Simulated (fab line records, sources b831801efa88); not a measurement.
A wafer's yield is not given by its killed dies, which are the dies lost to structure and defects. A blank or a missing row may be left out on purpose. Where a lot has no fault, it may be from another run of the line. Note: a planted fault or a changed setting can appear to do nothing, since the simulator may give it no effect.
A single fault, viewed from 2 desks :: flow sky130 :: what lay behind the numbers comes last; until then each desk has only its own

METROLOGY DESK
Lot by lot, what the gauges showed, no matter which tool ran the lot: averages of those sampled wafers that carry a number. A lot is out of limits, marked OUT, if its mean lies more than 4 standard deviations from the usual mean; the brackets give that distance.
Columns: A = SONOS_ONO_CVD_02_THK at SKY_SONOS_ONO_THK_MEAS_03, usual 10.48 nm; B = POLY_GATE_OVL at SKY_POLY_GATE_OVL_MEAS_14, usual 4 nm; C = VIA3_W_RS at SKY_VIA3_RS_MEAS_22, usual 0.293 ohm/sq; D = VIA3_W_THK at SKY_VIA3_THK_MEAS_23, usual 385 nm
lot: L884
first seen here: day 11 10:52
A: 10.40
B: 9
C: 0.296
D: 378

lot: L886
first seen here: day 12 07:13
A: 10.57
B: 0
C: 0.293
D: 385

lot: L889
first seen here: day 13 04:20
A: 10.69
B: 13
C: 0.291
D: 394

lot: L892
first seen here: day 14 11:39
A: 10.55
B: 11
C: 0.292
D: 391

lot: L895
first seen here: day 15 06:50
A: 10.40
B: -2
C: 0.275 (-4.4) OUT
D: 407

lot: L896
first seen here: day 15 10:08
A: 10.63
B: 4
C: 0.287
D: 390

lot: L898
first seen here: day 16 02:26
A: 10.51
B: -1
C: 0.258 (-8.5) OUT
D: 434 (+8.5) OUT

lot: L899
first seen here: day 16 18:14
A: 10.52
B: -1
C: 0.256 (-8.9) OUT
D: 445 (+10) OUT

lot: L904
first seen here: day 18 06:32
A: 10.49
B: 3
C: 0.294
D: 382

lot: L906
first seen here: day 19 10:15
A: 10.55
B: 5
C: 0.292
D: 390

lot: L907
first seen here: day 19 18:30
A: 10.21
B: -3
C: 0.297
D: 381
This desk reports L895, L898, L899 out of limits; the earliest was L895 at day 43 02:03 (VIA3_W_RS at SKY_VIA3_RS_MEAS_22). L884, L886, L889, L892, L896, L904, L906, L907: within limits.

THE TOOL OWNER'S DESK: cvd_w-02
The tool's own readings at SKY_VIA3_CVD_21 (deposits W, target thk 390 nm, time 117.31 s): means of the sampled wafers that have a number, for each lot that ran on this tool. A lot is out of limits, marked OUT, if its mean lies more than 4 standard deviations from the usual mean; the brackets give that distance.
Columns: A = heater_power_w at SKY_VIA3_CVD_21, usual 859 W
lot: L884
first seen here: day 39 06:52
A: 805

lot: L886
first seen here: day 40 13:58
A: 756

lot: L889
first seen here: day 41 05:34
A: 868

lot: L892
first seen here: day 42 05:05
A: 869

lot: L895
first seen here: day 43 01:56
A: 807

lot: L898
first seen here: day 43 15:04
A: 866

lot: L899
first seen here: day 44 05:10
A: 862
This desk found nothing out of limits on any of the 7 lots.

BROUGHT TOGETHER
L895, L898, L899 would have let the metrology desk raise an alarm at day 43 02:03.
The tool owner's desk saw nothing out of limits.
Tool owner's desk: L895, L898, L899 on record, inside its limits.
All the named lots went through SKY_VIA3_CVD_21 on cvd_w-02.

WHAT THE SIMULATOR HAD PUT IN
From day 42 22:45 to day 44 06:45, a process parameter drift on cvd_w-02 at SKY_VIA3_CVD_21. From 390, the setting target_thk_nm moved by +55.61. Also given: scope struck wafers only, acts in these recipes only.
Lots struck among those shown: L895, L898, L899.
Time in hours between the start of the fault and the first out-of-limits reading at each desk: metrology desk, 3.
